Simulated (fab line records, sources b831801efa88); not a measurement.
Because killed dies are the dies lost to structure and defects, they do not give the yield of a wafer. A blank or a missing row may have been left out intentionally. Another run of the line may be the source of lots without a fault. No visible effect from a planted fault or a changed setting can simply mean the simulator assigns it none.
What tool caused it? / flow gf180mcu / 11 lots, 33 wafers sampled, at 5 steps of a route of 602

== WHAT EACH GAUGE READ, for each wafer ==
GF_V3_RS_MEAS_24: measurement is done with a four-point probe. Usual: for V3_W_RS the level is 0.327 ohm/sq and the standard deviation is 0.0035.
lot=L517; measured=day 22 10:36; on=film_metro-02; V3_W_RS (ohm/sq)=0.329 0.325 0.335; flag=
lot=L520; measured=day 23 18:50; on=film_metro-04; V3_W_RS (ohm/sq)=0.324 0.331 0.322; flag=
lot=L524; measured=day 25 00:12; on=film_metro-03; V3_W_RS (ohm/sq)=0.327 0.327 0.325; flag=
lot=L525; measured=day 25 08:14; on=film_metro-04; V3_W_RS (ohm/sq)=0.333 0.330 0.328; flag=
lot=L526; measured=day 25 19:28; on=film_metro-04; V3_W_RS (ohm/sq)=0.326 0.330 0.325; flag=
lot=L527; measured=day 26 00:53; on=film_metro-04; V3_W_RS (ohm/sq)=0.324 0.325 0.325; flag=
lot=L528; measured=day 26 17:38; on=film_metro-02; V3_W_RS (ohm/sq)=0.324 0.323 0.322; flag=
lot=L532; measured=day 27 16:24; on=film_metro-02; V3_W_RS (ohm/sq)=0.327 0.331 0.330; flag=
lot=L533; measured=day 27 19:07; on=film_metro-02; V3_W_RS (ohm/sq)=0.322 0.331 0.328; flag=
lot=L536; measured=day 28 21:35; on=film_metro-02; V3_W_RS (ohm/sq)=0.266 0.265 0.268; flag=OFF
lot=L537; measured=day 29 01:07; on=film_metro-03; V3_W_RS (ohm/sq)=0.267 0.267 0.272; flag=OFF

GF_V3_THK_MEAS_25: measures by xrf. Usual: for V3_W_THK the level is 347 nm and the standard deviation is 5.4.
lot=L517; measured=day 22 10:43; on=film_metro-02; V3_W_THK (nm)=347 352 341; flag=
lot=L520; measured=day 23 18:56; on=film_metro-04; V3_W_THK (nm)=351 343 354; flag=
lot=L524; measured=day 25 00:19; on=film_metro-03; V3_W_THK (nm)=344 343 345; flag=
lot=L525; measured=day 25 08:22; on=film_metro-04; V3_W_THK (nm)=337 340 342; flag=
lot=L526; measured=day 25 19:35; on=film_metro-04; V3_W_THK (nm)=345 340 344; flag=
lot=L527; measured=day 26 01:00; on=film_metro-04; V3_W_THK (nm)=343 342 341; flag=
lot=L528; measured=day 26 17:46; on=film_metro-02; V3_W_THK (nm)=355 356 357; flag=
lot=L532; measured=day 27 16:31; on=film_metro-02; V3_W_THK (nm)=350 346 348; flag=
lot=L533; measured=day 27 19:13; on=film_metro-02; V3_W_THK (nm)=357 347 351; flag=
lot=L536; measured=day 28 21:41; on=film_metro-02; V3_W_THK (nm)=429 432 428; flag=OFF
lot=L537; measured=day 29 01:14; on=film_metro-03; V3_W_THK (nm)=411 409 406; flag=OFF

== TOOL THAT RAN EACH LOT (tool first, then ch and the chambers of the sampled wafers, then the start) ==
lot=L517; GF_V2_SPUTTER_22=pvd_sputter-02, day 20 07:37; GF_M3_SPUTTER_02=pvd_sputter-04, day 20 08:23; GF_V3_CVD_23=cvd_w-02 ch 0,1, day 22 10:29
lot=L520; GF_V2_SPUTTER_22=pvd_sputter-04, day 21 17:05; GF_M3_SPUTTER_02=pvd_sputter-02, day 21 17:51; GF_V3_CVD_23=cvd_w-02 ch 0,1, day 23 18:43
lot=L524; GF_V2_SPUTTER_22=pvd_sputter-02, day 23 01:55; GF_M3_SPUTTER_02=pvd_sputter-04, day 23 02:41; GF_V3_CVD_23=cvd_w-02 ch 0,1, day 25 00:05
lot=L525; GF_V2_SPUTTER_22=pvd_sputter-01, day 23 08:28; GF_M3_SPUTTER_02=pvd_sputter-04, day 23 09:14; GF_V3_CVD_23=cvd_w-02 ch 0, day 25 08:08
lot=L526; GF_V2_SPUTTER_22=pvd_sputter-04, day 23 19:57; GF_M3_SPUTTER_02=pvd_sputter-02, day 23 20:43; GF_V3_CVD_23=cvd_w-02 ch 0,1, day 25 19:20
lot=L527; GF_V2_SPUTTER_22=pvd_sputter-04, day 24 02:44; GF_M3_SPUTTER_02=pvd_sputter-03, day 24 03:30; GF_V3_CVD_23=cvd_w-01 ch 0,1, day 26 00:46
lot=L528; GF_V2_SPUTTER_22=pvd_sputter-04, day 24 20:13; GF_M3_SPUTTER_02=pvd_sputter-03, day 24 21:08; GF_V3_CVD_23=cvd_w-02 ch 0,1, day 26 17:32
lot=L532; GF_V2_SPUTTER_22=pvd_sputter-04, day 25 19:39; GF_M3_SPUTTER_02=pvd_sputter-03, day 25 20:25; GF_V3_CVD_23=cvd_w-01 ch 0,1, day 27 16:16
lot=L533; GF_V2_SPUTTER_22=pvd_sputter-02, day 25 22:30; GF_M3_SPUTTER_02=pvd_sputter-03, day 25 23:16; GF_V3_CVD_23=cvd_w-01 ch 0,1, day 27 18:59
lot=L536; GF_V2_SPUTTER_22=pvd_sputter-04, day 27 03:47; GF_M3_SPUTTER_02=pvd_sputter-03, day 27 04:34; GF_V3_CVD_23=cvd_w-02 ch 0,1, day 28 21:28
lot=L537; GF_V2_SPUTTER_22=pvd_sputter-01, day 27 06:56; GF_M3_SPUTTER_02=pvd_sputter-02, day 27 07:42; GF_V3_CVD_23=cvd_w-02 ch 0,1, day 29 00:59
- GF_V2_SPUTTER_22: material TiN, target thk 10 nm, time 40 s.
- GF_M3_SPUTTER_02: material AlCu, target thk 450 nm, time 23.9 s.
- GF_V3_CVD_23: deposits W, target thk 350 nm, time 104.9 s.

== WHAT THE TOOLS THEMSELVES READ (means of the sampled wafers that have a number; where no wafer has one, the mark that the record gives instead) ==
GF_V2_SPUTTER_22. Usual: throttle_valve_pct 30.1 %, standard deviation 0.91.
lot=L517; tool=pvd_sputter-02; throttle_valve_pct (%)=30.0; flag=
lot=L520; tool=pvd_sputter-04; throttle_valve_pct (%)=30.1; flag=
lot=L524; tool=pvd_sputter-02; throttle_valve_pct (%)=29.9; flag=
lot=L525; tool=pvd_sputter-01; throttle_valve_pct (%)=30.5; flag=
lot=L526; tool=pvd_sputter-04; throttle_valve_pct (%)=30.3; flag=
lot=L527; tool=pvd_sputter-04; throttle_valve_pct (%)=30.4; flag=
lot=L528; tool=pvd_sputter-04; throttle_valve_pct (%)=30.2; flag=
lot=L532; tool=pvd_sputter-04; throttle_valve_pct (%)=29.1; flag=
lot=L533; tool=pvd_sputter-02; throttle_valve_pct (%)=29.8; flag=
lot=L536; tool=pvd_sputter-04; throttle_valve_pct (%)=30.1; flag=
lot=L537; tool=pvd_sputter-01; throttle_valve_pct (%)=30.4; flag=

GF_M3_SPUTTER_02. Usual: throttle_valve_pct 29.9 %, standard deviation 1.
lot=L517; tool=pvd_sputter-04; throttle_valve_pct (%)=29.3; flag=
lot=L520; tool=pvd_sputter-02; throttle_valve_pct (%)=29.7; flag=
lot=L524; tool=pvd_sputter-04; throttle_valve_pct (%)=30.5; flag=
lot=L525; tool=pvd_sputter-04; throttle_valve_pct (%)=29.6; flag=
lot=L526; tool=pvd_sputter-02; throttle_valve_pct (%)=29.8; flag=
lot=L527; tool=pvd_sputter-03; throttle_valve_pct (%)=30.2; flag=
lot=L528; tool=pvd_sputter-03; throttle_valve_pct (%)=30.7; flag=
lot=L532; tool=pvd_sputter-03; throttle_valve_pct (%)=30.1; flag=
lot=L533; tool=pvd_sputter-03; throttle_valve_pct (%)=29.7; flag=
lot=L536; tool=pvd_sputter-03; throttle_valve_pct (%)=29.9; flag=
lot=L537; tool=pvd_sputter-02; throttle_valve_pct (%)=30.2; flag=

GF_V3_CVD_23. Usual: heater_power_w 843 W, standard deviation 85; susceptor_temp_C 399.99 C, standard deviation 0.22.
lot=L517; tool=cvd_w-02; heater_power_w (W)=779; susceptor_temp_C (C)=400.25; flag=
lot=L520; tool=cvd_w-02; heater_power_w (W)=784; susceptor_temp_C (C)=399.86; flag=
lot=L524; tool=cvd_w-02; heater_power_w (W)=783; susceptor_temp_C (C)=400.27; flag=
lot=L525; tool=cvd_w-02; heater_power_w (W)=799; susceptor_temp_C (C)=399.66; flag=
lot=L526; tool=cvd_w-02; heater_power_w (W)=790; susceptor_temp_C (C)=400.02; flag=
lot=L527; tool=cvd_w-01; heater_power_w (W)=925; susceptor_temp_C (C)=400.32; flag=
lot=L528; tool=cvd_w-02; heater_power_w (W)=793; susceptor_temp_C (C)=399.78; flag=
lot=L532; tool=cvd_w-01; heater_power_w (W)=926; susceptor_temp_C (C)=399.88; flag=
lot=L533; tool=cvd_w-01; heater_power_w (W)=893; susceptor_temp_C (C)=399.91; flag=
lot=L536; tool=cvd_w-02; heater_power_w (W)=845; susceptor_temp_C (C)=410.99; flag=OFF
lot=L537; tool=cvd_w-02; heater_power_w (W)=842; susceptor_temp_C (C)=411.23; flag=OFF

== THE ANSWER, worked out from the rows above alone ==
Rule: lot off if the mean of its wafers having a number is beyond 3 standard deviations from the usual mean. Also off: a lot with no number at a reading for which 4 or more lots have one. All remaining lots with rows at the step are treated as sound. The gauges are gone through in route order, then the tools' own readings, and for those a lot's mean is taken as printed above. The first step at which some lot is off is used, and at that step the reading that is off furthest; a lot without a number counts as furthest.
Off: at GF_V3_RS_MEAS_24 (V3_W_RS), L536, L537.
If a tool, at a process step before that reading, ran all the lots that are off and no sound lot after the first of them, it fits. The gauges at GF_V3_RS_MEAS_24 aren't tried: what is off there is off at GF_V3_CVD_23 too, on other tools, and a gauge's error can't cause that. One candidate fits, namely cvd_w-02 at GF_V3_CVD_23. A fault onset in the window from L528 (day 26 17:32, its last sound lot) to L536 (day 28 21:28, its first lot off) fits.
On the lots that are off, the tool's own readings at GF_V3_CVD_23 differ by more than 5 times the standard deviation of the sound lots' means, which bears it out; susceptor_temp_C reads 411.11 C there versus 399.99 C on the sound lots.

== WHAT WAS PUT IN BY THE SIMULATOR ==
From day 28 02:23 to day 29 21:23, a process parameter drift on cvd_w-02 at GF_V3_CVD_23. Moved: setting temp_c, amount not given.
Lots struck among those shown: L536, L537. Same finding as the rule above.
